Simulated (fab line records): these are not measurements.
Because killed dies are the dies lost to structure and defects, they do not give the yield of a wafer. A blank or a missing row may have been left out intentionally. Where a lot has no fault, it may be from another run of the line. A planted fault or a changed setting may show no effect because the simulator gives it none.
Split-lot study | flow gf180mcu | 23 wafers read across 5 lots, on a route 602 steps long

== SPLIT DETAILS ==
At GF_HV_LDD_DEVELOP_30 (develop time 60 s), the setting developTimeS was moved away from the recipe's 60 s on 7 of the 23 wafers read, by -8.4% to +4.2%. This setting was run at the recipe's value on the other wafers.

The file shows no step between the split and the reading.

== THE READING ==
cdNm at GF_HV_LDD_CD_MEAS_31, given in nm (cd target 400 nm). Fault-free wafers of this fab line usually give 399.1 nm, standard deviation 2.1 nm.

wafer  | tool, chamber at the split | developTimeS as run, s | against the recipe | cdNm, nm | against lot-mates on the recipe
L075.2 | lithoTrack-02, 0           | 60                     | recipe             | 397.1    | -
L075.3 | lithoTrack-02, 0           | 60                     | recipe             | 398.0    | -
L075.4 | lithoTrack-02, 0           | 60                     | recipe             | 398.3    | -
L077.1 | lithoTrack-02, 0           | 60                     | recipe             | 398.1    | -
L077.2 | lithoTrack-02, 0           | 56.99                  | -5.0%              | 390.7    | -7.1
L077.3 | lithoTrack-02, 0           | 56.99                  | -5.0%              | 392.8    | -5.0
L077.4 | lithoTrack-02, 0           | 56.99                  | -5.0%              | 393.1    | -4.7
L077.6 | lithoTrack-02, 0           | 60                     | recipe             | 397.5    | -
L080.2 | lithoTrack-04, 0           | 60                     | recipe             | 398.4    | -
L080.3 | lithoTrack-04, 0           | 60                     | recipe             | 399.7    | -
L080.4 | lithoTrack-04, 0           | 60                     | recipe             | 398.7    | -
L080.5 | lithoTrack-04, 0           | 60                     | recipe             | 397.3    | -
L080.6 | lithoTrack-04, 0           | 60                     | recipe             | 398.5    | -
L081.1 | lithoTrack-03, 0           | 62.53                  | +4.2%              | 401.2    | +2.9
L081.2 | lithoTrack-03, 0           | 62.53                  | +4.2%              | 403.6    | +5.3
L081.3 | lithoTrack-03, 0           | 60                     | recipe             | 396.2    | -
L081.5 | lithoTrack-03, 0           | 60                     | recipe             | 399.8    | -
L081.6 | lithoTrack-03, 0           | 60                     | recipe             | 398.9    | -
L082.2 | lithoTrack-03, 0           | 60                     | recipe             | 400.6    | -
L082.3 | lithoTrack-03, 0           | 54.97                  | -8.4%              | 390.0    | -9.9
L082.4 | lithoTrack-03, 0           | 60                     | recipe             | 399.2    | -
L082.5 | lithoTrack-03, 0           | 60                     | recipe             | 399.9    | -
L082.6 | lithoTrack-03, 0           | 54.97                  | -8.4%              | 390.4    | -9.5

THE FIT
A straight line over all 23 wafers: cdNm changes by +1.05 nm for each +1% of developTimeS; r = +0.94; the points scatter about the line by 1.2 nm.
The same after taking each lot's own level away (the mean of its wafers on the recipe; 23 wafers): +1.11 nm for each +1%; r = +0.97; scatter 0.95 nm.
The reading moves by 9.3 nm for the largest change in developTimeS, on that fit.
Measured against the standard deviation above, the lots' own levels, which go from 397.80 to 399.90 nm, span 1.0 times it.
The two slopes are in agreement: the lot-to-lot level therefore moves the slope only a little.
Check: with one of the wafers moved furthest among these (-8.4%) left out of the fit, the line predicts -9.2 nm for it against its lot-mates. It came out at -9.9 nm against them.

== THE OTHER SPLITS THESE WAFERS WENT THROUGH ==
Note: prior to the reading, these wafers also went through further splits. Each is held against what the fit with the lots' levels taken away leaves over:
other split on the same wafers    | wafers away from the commonest value | r with cdNm (lot level and that fit taken away)
GF_VT_IMPLANT_IMPLANT_30 doseCm2  | 10                                   | -0.09
GF_VT_IMPLANT_SOFTBAKE_36 tempC   | 6                                    | -0.14
GF_POLY_GATE_EXPOSE_07 doseMj     | 7                                    | -0.24
GF_POLY_GATE_OXIDATION_16 tempC   | 5                                    | +0.08
GF_HV_LDD_DEVELOP_06 developTimeS | 10                                   | +0.19
GF_HV_LDD_DEVELOP_18 developTimeS | 8                                    | +0.17
GF_HV_LDD_IMPLANT_21 energyKev    | 9                                    | +0.01

== FILE'S OWN FIT ==
cdNm changes by +1.12 nm for each +1% of developTimeS, r = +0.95.
